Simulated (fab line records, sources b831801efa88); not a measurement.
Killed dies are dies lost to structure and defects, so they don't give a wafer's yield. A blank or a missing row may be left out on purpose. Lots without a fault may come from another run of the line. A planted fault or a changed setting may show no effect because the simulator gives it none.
Which tool did it? | flow gf180mcu | 24 lots, 72 wafers sampled, at 6 steps of a route of 602

WHAT THE GAUGES READ, wafer by wafer
GF_V3_BOW_MEAS_05. Usual: V3_BOW 117 um, standard deviation 7.9.
lot  | measured     | on            | V3_BOW (um) | flag
L074 | day 21 08:59 | film_metro-03 | 128 121 118 |
L075 | day 21 17:47 | film_metro-02 | 112 127 125 |
L076 | day 22 05:56 | film_metro-04 | 119 117 97  |
L077 | day 22 08:09 | film_metro-04 | 113 118 101 |
L078 | day 23 01:19 | film_metro-02 | 106 117 114 |
L079 | day 23 08:04 | film_metro-04 | 100 99 113  |
L080 | day 23 17:18 | film_metro-03 | 128 119 114 |
L081 | day 23 21:19 | film_metro-04 | 121 113 125 |
L082 | day 24 08:26 | film_metro-04 | 123 130 132 |
L083 | day 24 17:26 | film_metro-03 | 121 126 132 |
L084 | day 25 02:17 | film_metro-04 | 111 119 125 |
L085 | day 25 12:31 | film_metro-04 | 111 105 110 |
L086 | day 25 20:44 | film_metro-02 | 119 129 120 |
L087 | day 26 02:52 | film_metro-02 | 127 114 112 |
L088 | day 26 07:31 | film_metro-03 | 107 129 113 |
L089 | day 26 18:11 | film_metro-03 | 123 113 114 |
L090 | day 27 00:22 | film_metro-02 | 118 117 119 |
L091 | day 27 03:43 | film_metro-02 | 115 114 114 |
L092 | day 27 10:03 | film_metro-03 | 110 113 105 |
L093 | day 27 18:41 | film_metro-02 | 108 125 111 |
L094 | day 28 01:38 | film_metro-02 | 127 131 123 |
L095 | day 28 06:06 | film_metro-02 | 114 102 102 |
L096 | day 28 15:10 | film_metro-03 | 118 128 124 |
L097 | day 28 18:19 | film_metro-04 | 133 123 115 |

GF_V3_THK_MEAS_25: measures by xrf. Usual: V3_W_THK 351 nm, standard deviation 5.6.
lot  | measured     | on            | V3_W_THK (nm) | flag
L074 | day 22 09:41 | film_metro-03 | 343 359 349   |
L075 | day 22 18:19 | film_metro-03 | 348 362 350   |
L076 | day 23 05:46 | film_metro-02 | 344 342 351   |
L077 | day 23 08:38 | film_metro-04 | 346 345 344   |
L078 | day 24 01:29 | film_metro-04 | 350 345 342   |
L079 | day 24 07:34 | film_metro-02 | 358 355 353   |
L080 | day 24 16:31 | film_metro-02 | 358 355 355   |
L081 | day 24 20:35 | film_metro-03 | 350 353 354   |
L082 | day 25 07:11 | film_metro-04 | 341 347 341   |
L083 | day 25 16:09 | film_metro-03 | 360 357 363   |
L084 | day 26 00:37 | film_metro-03 | 356 361 358   |
L085 | day 26 10:25 | film_metro-02 | 357 348 353   |
L086 | day 26 18:16 | film_metro-02 | 356 353 356   |
L087 | day 27 00:16 | film_metro-03 | 346 356 346   |
L088 | day 27 05:02 | film_metro-02 | 347 353 349   |
L089 | day 27 15:11 | film_metro-04 | 347 349 347   |
L090 | day 27 21:06 | film_metro-04 | 341 348 352   |
L091 | day 28 00:58 | film_metro-03 | 351 361 353   |
L092 | day 28 07:06 | film_metro-04 | 349 349 347   |
L093 | day 28 15:10 | film_metro-02 | 344 350 343   |
L094 | day 28 22:31 | film_metro-04 | 344 348 346   |
L095 | day 29 02:46 | film_metro-04 | 350 351 348   |
L096 | day 29 11:28 | film_metro-04 | 350 346 356   |
L097 | day 29 14:37 | film_metro-02 | 351 357 342   |

GF_V5_THK_MEAS_01. Usual: V5_CVD_00_THK 300.8 nm, standard deviation 2.8.
lot  | measured     | on            | V5_CVD_00_THK (nm) | flag
L074 | day 26 06:24 | film_metro-03 | 294.9 298.9 298.9  |
L075 | day 26 14:46 | film_metro-02 | 298.1 297.5 303.6  |
L076 | day 27 00:30 | film_metro-03 | 298.4 299.5 303.3  |
L077 | day 27 02:41 | film_metro-02 | 298.8 299.7 298.4  |
L078 | day 27 19:06 | film_metro-02 | 305.2 302.6 302.4  |
L079 | day 27 23:27 | film_metro-04 | 299.8 302.0 296.7  |
L080 | day 28 07:37 | film_metro-04 | 299.6 297.2 295.5  |
L081 | day 28 10:57 | film_metro-04 | 296.4 300.3 297.6  |
L082 | day 28 20:50 | film_metro-02 | 304.9 301.3 298.4  |
L083 | day 29 04:32 | film_metro-04 | 300.5 303.2 299.1  |
L084 | day 29 13:08 | film_metro-04 | 299.7 299.5 299.5  |
L085 | day 29 20:53 | film_metro-02 | 301.9 304.2 303.3  |
L086 | day 30 04:20 | film_metro-04 | 303.3 305.4 307.0  |
L087 | day 30 10:33 | film_metro-04 | 298.4 299.1 302.6  |
L088 | day 30 15:53 | film_metro-02 | 302.1 303.0 305.7  |
L089 | day 31 00:33 | film_metro-04 | 303.0 301.9 303.2  |
L090 | day 31 06:11 | film_metro-03 | 301.4 303.5 301.5  |
L091 | day 31 09:18 | film_metro-02 | 294.1 297.9 299.1  |
L092 | day 31 16:10 | film_metro-04 | 296.5 301.9 299.3  |
L093 | day 31 19:52 | film_metro-04 | 300.6 306.9 300.4  |
L094 | day 32 02:50 | film_metro-03 | 298.1 301.2 298.1  |
L095 | day 32 06:55 | film_metro-03 | 301.4 302.1 302.3  |
L096 | day 32 14:33 | film_metro-02 | 299.1 304.1 301.4  |
L097 | day 32 18:36 | film_metro-03 | 303.0 305.8 303.1  |

GF_V5_THK_MEAS_03. Usual: V5_CVD_02_THK 1455 nm, standard deviation 23.
lot  | measured     | on            | V5_CVD_02_THK (nm) | flag
L074 | day 26 06:34 | film_metro-03 | 1418 1442 1456     |
L075 | day 26 14:56 | film_metro-03 | 1454 1466 1477     |
L076 | day 27 00:43 | film_metro-03 | 1464 1462 1447     |
L077 | day 27 02:52 | film_metro-02 | 1414 1429 1429     |
L078 | day 27 19:16 | film_metro-03 | 1432 1423 1441     |
L079 | day 27 23:37 | film_metro-02 | 1463 1459 1476     |
L080 | day 28 07:47 | film_metro-02 | 1404 1447 1458     |
L081 | day 28 11:07 | film_metro-02 | 1448 1449 1469     |
L082 | day 28 21:01 | film_metro-04 | 1444 1467 1438     |
L083 | day 29 04:42 | film_metro-02 | 1427 1455 1433     |
L084 | day 29 13:19 | film_metro-03 | 1473 1499 1460     |
L085 | day 29 21:04 | film_metro-03 | 1420 1438 1463     |
L086 | day 30 04:30 | film_metro-03 | 1481 1461 1491     |
L087 | day 30 10:46 | film_metro-04 | 1478 1472 1497     |
L088 | day 30 16:07 | film_metro-03 | 1423 1470 1447     |
L089 | day 31 00:43 | film_metro-04 | 1475 1430 1496     |
L090 | day 31 06:21 | film_metro-04 | 1504 1472 1503     |
L091 | day 31 09:28 | film_metro-03 | 1422 1449 1457     |
L092 | day 31 16:20 | film_metro-03 | 1437 1432 1417     |
L093 | day 31 20:02 | film_metro-04 | 1432 1438 1461     |
L094 | day 32 03:00 | film_metro-04 | 1435 1458 1498     |
L095 | day 32 07:08 | film_metro-04 | 1428 1450 1453     |
L096 | day 32 14:43 | film_metro-04 | 1446 1416 1457     |
L097 | day 32 18:46 | film_metro-03 | 1468 1445 1478     |

WHICH TOOL RAN EACH LOT (tool, then ch and the chambers of the sampled wafers, then the start)
lot  | GF_V3_STRIP_18                       | GF_V4_SPUTTER_21
L074 | plasma_asher-02 ch 1, day 22 08:49   | pvd_sputter-01, day 24 09:42
L075 | plasma_asher-03 ch 1, day 22 17:26   | pvd_sputter-01, day 24 17:38
L076 | plasma_asher-01 ch 0,1, day 23 04:54 | pvd_sputter-02, day 25 04:49
L077 | plasma_asher-02 ch 0,1, day 23 07:46 | pvd_sputter-02, day 25 07:18
L078 | plasma_asher-03 ch 0,1, day 24 00:34 | pvd_sputter-04, day 25 23:31
L079 | plasma_asher-01 ch 0,1, day 24 06:42 | pvd_sputter-01, day 26 04:57
L080 | plasma_asher-01 ch 0,1, day 24 15:36 | pvd_sputter-01, day 26 13:40
L081 | plasma_asher-01 ch 0,1, day 24 19:40 | pvd_sputter-02, day 26 17:34
L082 | plasma_asher-02 ch 0,1, day 25 06:17 | pvd_sputter-01, day 27 03:02
L083 | plasma_asher-02 ch 0,1, day 25 15:18 | pvd_sputter-04, day 27 12:05
L084 | plasma_asher-02 ch 0,1, day 25 23:44 | pvd_sputter-02, day 27 20:21
L085 | plasma_asher-01 ch 0, day 26 09:30   | pvd_sputter-04, day 28 04:34
L086 | plasma_asher-02 ch 0,1, day 26 17:24 | pvd_sputter-04, day 28 12:49
L087 | plasma_asher-02 ch 1, day 26 23:22   | pvd_sputter-01, day 28 18:17
L088 | plasma_asher-01 ch 0,1, day 27 04:08 | pvd_sputter-04, day 28 23:33
L089 | plasma_asher-03 ch 0,1, day 27 14:19 | pvd_sputter-01, day 29 09:03
L090 | plasma_asher-03 ch 0,1, day 27 20:14 | pvd_sputter-04, day 29 15:10
L091 | plasma_asher-02 ch 0,1, day 28 00:03 | pvd_sputter-04, day 29 18:05
L092 | plasma_asher-03 ch 0,1, day 28 06:14 | pvd_sputter-04, day 30 01:04
L093 | plasma_asher-03 ch 0,1, day 28 14:17 | pvd_sputter-01, day 30 06:07
L094 | plasma_asher-02 ch 0,1, day 28 21:31 | pvd_sputter-04, day 30 14:12
L095 | plasma_asher-01 ch 0,1, day 29 01:53 | pvd_sputter-01, day 30 18:35
L096 | plasma_asher-03 ch 0,1, day 29 10:30 | pvd_sputter-04, day 31 02:04
L097 | plasma_asher-03 ch 0,1, day 29 13:45 | pvd_sputter-02, day 31 06:23
- GF_V3_STRIP_18: strips in O2/N2.
- GF_V4_SPUTTER_21: material Ti, target thk 15 nm, time 80.02 s.

WHAT THE TOOLS THEMSELVES READ (means of the sampled wafers that have a number; where no wafer has one, the mark that the record gives instead)
GF_V3_STRIP_18. Usual: drypump_motor_current_A 5.7 A, standard deviation 0.36; heater_power_w 352 W, standard deviation 15; o2_flow_sccm 3000 sccm, standard deviation 9; oes_product_au 0.593 a.u., standard deviation 0.0052.
lot  | tool            | drypump_motor_current_A (A) | heater_power_w (W) | o2_flow_sccm (sccm) | oes_product_au (a.u.) | flag
L074 | plasma_asher-02 | 6.1                         | 337                | 2999                | 0.593                 |
L075 | plasma_asher-03 | 6.1                         | 363                | 2989                | 0.593                 |
L076 | plasma_asher-01 | 5.3                         | 348                | 2999                | 0.593                 |
L077 | plasma_asher-02 | 5.6                         | 358                | 2997                | 0.592                 |
L078 | plasma_asher-03 | 5.8                         | 362                | 2994                | 0.593                 |
L079 | plasma_asher-01 | 5.3                         | 344                | 2993                | 0.594                 |
L080 | plasma_asher-01 | 5.5                         | 336                | 3011                | 0.592                 |
L081 | plasma_asher-01 | 5.3                         | 344                | 2995                | 0.594                 |
L082 | plasma_asher-02 | 5.6                         | 353                | 3008                | 0.593                 |
L083 | plasma_asher-02 | 5.9                         | 343                | 3005                | 0.601                 |
L084 | plasma_asher-02 | 5.9                         | 348                | 2998                | 0.588                 |
L085 | plasma_asher-01 | 5.1                         | 351                | 3000                | 0.593                 |
L086 | plasma_asher-02 | 5.9                         | 339                | 3005                | 0.585                 |
L087 | plasma_asher-02 | 6.1                         | 337                | 3004                | 0.592                 |
L088 | plasma_asher-01 | 5.3                         | 345                | 3016                | 0.592                 |
L089 | plasma_asher-03 | 5.7                         | 365                | 3003                | 0.595                 |
L090 | plasma_asher-03 | 5.8                         | 366                | 3000                | 0.590                 |
L091 | plasma_asher-02 | 5.9                         | 347                | 2996                | 0.594                 |
L092 | plasma_asher-03 | 5.9                         | 365                | 3003                | 0.593                 |
L093 | plasma_asher-03 | 5.8                         | 358                | 2993                | 0.588                 |
L094 | plasma_asher-02 | 5.6                         | 354                | 3000                | 0.598                 |
L095 | plasma_asher-01 | 5.3                         | 345                | 2992                | 0.589                 |
L096 | plasma_asher-03 | 5.9                         | 364                | 2991                | 0.594                 |
L097 | plasma_asher-03 | 5.9                         | 364                | 2999                | 0.586                 |

GF_V4_SPUTTER_21. Usual: cathode_dc_power_W 2500.0 W, standard deviation 0.47; throttle_valve_pct 29.7 %, standard deviation 1.3.
lot  | tool           | cathode_dc_power_W (W) | throttle_valve_pct (%) | flag
L074 | pvd_sputter-01 | 2500.6                 | 28.6                   |
L075 | pvd_sputter-01 | 2500.0                 | 29.0                   |
L076 | pvd_sputter-02 | 2499.6                 | 30.0                   |
L077 | pvd_sputter-02 | 2499.9                 | 30.1                   |
L078 | pvd_sputter-04 | 2500.0                 | 30.2                   |
L079 | pvd_sputter-01 | 2500.5                 | 30.0                   |
L080 | pvd_sputter-01 | 2499.7                 | 29.2                   |
L081 | pvd_sputter-02 | 2499.7                 | 30.3                   |
L082 | pvd_sputter-01 | 2500.2                 | 28.5                   |
L083 | pvd_sputter-04 | 2500.0                 | 30.6                   |
L084 | pvd_sputter-02 | 2500.2                 | 30.1                   |
L085 | pvd_sputter-04 | 2499.6                 | 30.3                   |
L086 | pvd_sputter-04 | 2500.1                 | 30.3                   |
L087 | pvd_sputter-01 | 2499.4                 | 27.9                   |
L088 | pvd_sputter-04 | 2500.6                 | 29.1                   |
L089 | pvd_sputter-01 | 2500.2                 | 30.2                   |
L090 | pvd_sputter-04 | 2500.0                 | 29.4                   |
L091 | pvd_sputter-04 | 2499.6                 | 29.1                   |
L092 | pvd_sputter-04 | 2499.9                 | 29.4                   |
L093 | pvd_sputter-01 | 2499.9                 | 30.3                   |
L094 | pvd_sputter-04 | 2500.0                 | 30.2                   |
L095 | pvd_sputter-01 | 2499.7                 | 29.1                   |
L096 | pvd_sputter-04 | 2500.0                 | 29.2                   |
L097 | pvd_sputter-02 | 2499.9                 | 30.2                   |

THE ANSWER, worked out from the rows above alone
Rule: a lot is off if the mean of its wafers that have a number lies more than 3 standard deviations from the usual mean. A lot without any number at a reading at which 4 lots or more have one is off too. The other lots that the step has rows for count as sound. The gauges are gone through in route order, then the tools' own readings, and for those a lot's mean is taken as printed above. The first step at which some lot is off is used, and at that step the reading that is off furthest; a lot without a number counts as furthest.
No lot is off at any reading shown: from this, nothing can be told.

WHAT THE SIMULATOR HAD PUT IN
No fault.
